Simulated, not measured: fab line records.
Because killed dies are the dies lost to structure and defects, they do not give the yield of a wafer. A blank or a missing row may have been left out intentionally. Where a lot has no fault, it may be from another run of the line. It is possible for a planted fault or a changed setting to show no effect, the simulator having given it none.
The tool behind it: which one? -- flow gf180mcu -- 42 wafers from 14 lots sampled at 4 of the route's 602 steps

## WHAT EACH GAUGE READ, for each wafer
The record lacks any reading of a measuring or inspecting step that a usual standard deviation could be used to judge.

## WHAT TOOL EACH LOT RAN ON (gives the tool, then ch and the chambers of the sampled wafers, and finally the start)
lot,GF_VT_IMPLANT_EXPOSE_04,GF_V1_ETCH_17,GF_V3_STRIP_18,GF_V3_SPUTTER_21
L773,"iline-stepper-01 ch 0, day 5 09:08","rie-diel-02 ch 1,2, day 22 07:43 or earlier","plasma-asher-02 ch 0,1, day 22 07:43","pvd-sputter-03, day 22 08:14"
L776,"iline-stepper-01 ch 0, day 6 01:03","rie-diel-03 ch 0,1,2, day 23 17:20 or earlier","plasma-asher-03 ch 0,1, day 23 17:20","pvd-sputter-02, day 23 17:50"
L777,"iline-stepper-01 ch 0, day 6 08:31","rie-diel-02 ch 0,1, day 23 21:31 or earlier","plasma-asher-03 ch 0,1, day 23 21:31","pvd-sputter-02, day 23 22:03"
L779,"iline-stepper-01 ch 0, day 7 04:03","rie-diel-04 ch 0,2,3, day 25 01:01 or earlier","plasma-asher-04 ch 0,1, day 25 01:01","pvd-sputter-04, day 25 01:34"
L780,"iline-stepper-02 ch 0, day 7 04:17","rie-diel-03 ch 1,2,3, day 25 05:34 or earlier","plasma-asher-02 ch 0,1, day 25 05:34","pvd-sputter-03, day 25 06:05"
L781,"iline-stepper-01 ch 0, day 7 09:09","rie-diel-02 ch 0,1,2, day 25 06:26 or earlier","plasma-asher-04 ch 0,1, day 25 06:26","pvd-sputter-04, day 25 07:02"
L782,"iline-stepper-01 ch 0, day 7 13:55","rie-diel-02 ch 2,3, day 25 14:38 or earlier","plasma-asher-04 ch 0,1, day 25 14:38","pvd-sputter-02, day 25 15:10"
L783,"iline-stepper-02 ch 0, day 8 02:19","rie-diel-04 ch 0,2,3, day 26 05:46 or earlier","plasma-asher-02 ch 0,1, day 26 05:46","pvd-sputter-03, day 26 06:18"
L786,"iline-stepper-02, day 8 15:25",-,-,-
L787,"iline-stepper-02, day 8 22:03",-,-,-
L790,"iline-stepper-02 ch 0, day 9 16:54","rie-diel-03 ch 0,2,3, day 28 03:05 or earlier","plasma-asher-04 ch 0,1, day 28 03:05","pvd-sputter-04, day 28 03:38"
L794,"iline-stepper-01 ch 0, day 10 15:23","rie-diel-03 ch 1,2,3, day 29 06:22 or earlier","plasma-asher-02 ch 0,1, day 29 06:22","pvd-sputter-03, day 29 06:59"
L795,"iline-stepper-02 ch 0, day 10 21:23","rie-diel-04 ch 0,2,3, day 29 16:54 or earlier","plasma-asher-04 ch 0,1, day 29 16:54","pvd-sputter-02, day 29 17:28"
L796,"iline-stepper-01 ch 0, day 11 03:28","rie-diel-02 ch 0,1,3, day 29 16:55 or earlier","plasma-asher-03 ch 0,1, day 29 16:55","pvd-sputter-03, day 29 17:26"
- GF_VT_IMPLANT_EXPOSE_04: exposes mask LVPWELL LV AREA, target cd 600 nm.
- GF_V1_ETCH_17: etches SiO2 in C4F8/O2/Ar, stops on TiN, target depth 630 nm.
- GF_V3_STRIP_18: strips in O2/N2.
- GF_V3_SPUTTER_21: material Ti, target thk 15 nm, time 80.02 s.

## AS READ BY THE TOOLS THEMSELVES (means over the sampled wafers that have a number; for cases with no such wafer, the mark the record gives instead)
GF_VT_IMPLANT_EXPOSE_04. Usual: exposure-dose-mJ-cm2 139.97, standard deviation 0.15; focus-offset-nm -0.1 nm, standard deviation 0.52.
lot,tool,exposure-dose-mJ-cm2,focus-offset-nm (nm),flag
L773,iline-stepper-01,139.82,0.3,
L776,iline-stepper-01,139.95,0.3,
L777,iline-stepper-01,139.98,-0.3,
L779,iline-stepper-01,139.88,-0.5,
L780,iline-stepper-02,140.08,-0.5,
L781,iline-stepper-01,139.84,-0.4,
L782,iline-stepper-01,139.92,-0.4,
L783,iline-stepper-02,139.94,0.1,
L786,iline-stepper-02,-,-,OFF
L787,iline-stepper-02,-,-,OFF
L790,iline-stepper-02,139.97,-0.3,
L794,iline-stepper-01,139.92,-0.3,
L795,iline-stepper-02,140.02,-0.4,
L796,iline-stepper-01,140.00,0.2,

GF_V1_ETCH_17. Usual: oes-product-au at 0.855 a.u., with a standard deviation of 0.0047.
lot,tool,oes-product-au (a.u.),flag
L773,rie-diel-02,0.854,
L776,rie-diel-03,0.855,
L777,rie-diel-02,0.855,
L779,rie-diel-04,0.854,
L780,rie-diel-03,0.854,
L781,rie-diel-02,0.858,
L782,rie-diel-02,0.857,
L783,rie-diel-04,0.859,
L790,rie-diel-03,0.852,
L794,rie-diel-03,0.853,
L795,rie-diel-04,0.853,
L796,rie-diel-02,0.855,

GF_V3_STRIP_18. Usual: drypump-motor-current-A 5.73 A, standard deviation 0.099; heater-power-w 349 W, standard deviation 13; oes-product-au 0.593 a.u., standard deviation 0.0047.
lot,tool,drypump-motor-current-A (A),heater-power-w (W),oes-product-au (a.u.),flag
L773,plasma-asher-02,5.63,342,0.592,
L776,plasma-asher-03,5.69,356,0.592,
L777,plasma-asher-03,5.72,364,0.589,
L779,plasma-asher-04,5.76,348,0.592,
L780,plasma-asher-02,5.62,338,0.592,
L781,plasma-asher-04,5.81,350,0.594,
L782,plasma-asher-04,5.77,345,0.592,
L783,plasma-asher-02,5.70,346,0.594,
L790,plasma-asher-04,5.80,347,0.594,
L794,plasma-asher-02,5.62,340,0.592,
L795,plasma-asher-04,5.75,343,0.591,
L796,plasma-asher-03,5.70,358,0.591,

GF_V3_SPUTTER_21. Usual: throttle-valve-pct at 29.9 %, with a standard deviation of 1.2.
lot,tool,throttle-valve-pct (%),flag
L773,pvd-sputter-03,29.7,
L776,pvd-sputter-02,29.7,
L777,pvd-sputter-02,29.2,
L779,pvd-sputter-04,30.4,
L780,pvd-sputter-03,29.3,
L781,pvd-sputter-04,30.4,
L782,pvd-sputter-02,29.8,
L783,pvd-sputter-03,29.5,
L790,pvd-sputter-04,30.7,
L794,pvd-sputter-03,29.9,
L795,pvd-sputter-02,29.7,
L796,pvd-sputter-03,29.4,

## THE ANSWER, worked out from the rows above alone
Rule: a lot is off if the mean of its wafers that have a number lies more than 3 standard deviations from the usual mean. Also off: a lot with no number at a reading for which 4 or more lots have one. All remaining lots with rows at the step are treated as sound. After the gauges, taken in route order, come the tools' own readings; for these a lot's mean is taken, as printed above. The first step at which some lot is off is used, and at that step the reading that is off furthest; a lot without a number counts as furthest.
Off: L786, L787 (GF_VT_IMPLANT_EXPOSE_04, exposure-dose-mJ-cm2). Without a number there: L786, L787.
A tool fits if, at that step or a process step before it, it ran every lot that is off, and no sound lot after the first of them. Of those tried, none fits.

## WHAT WAS PUT IN BY THE SIMULATOR
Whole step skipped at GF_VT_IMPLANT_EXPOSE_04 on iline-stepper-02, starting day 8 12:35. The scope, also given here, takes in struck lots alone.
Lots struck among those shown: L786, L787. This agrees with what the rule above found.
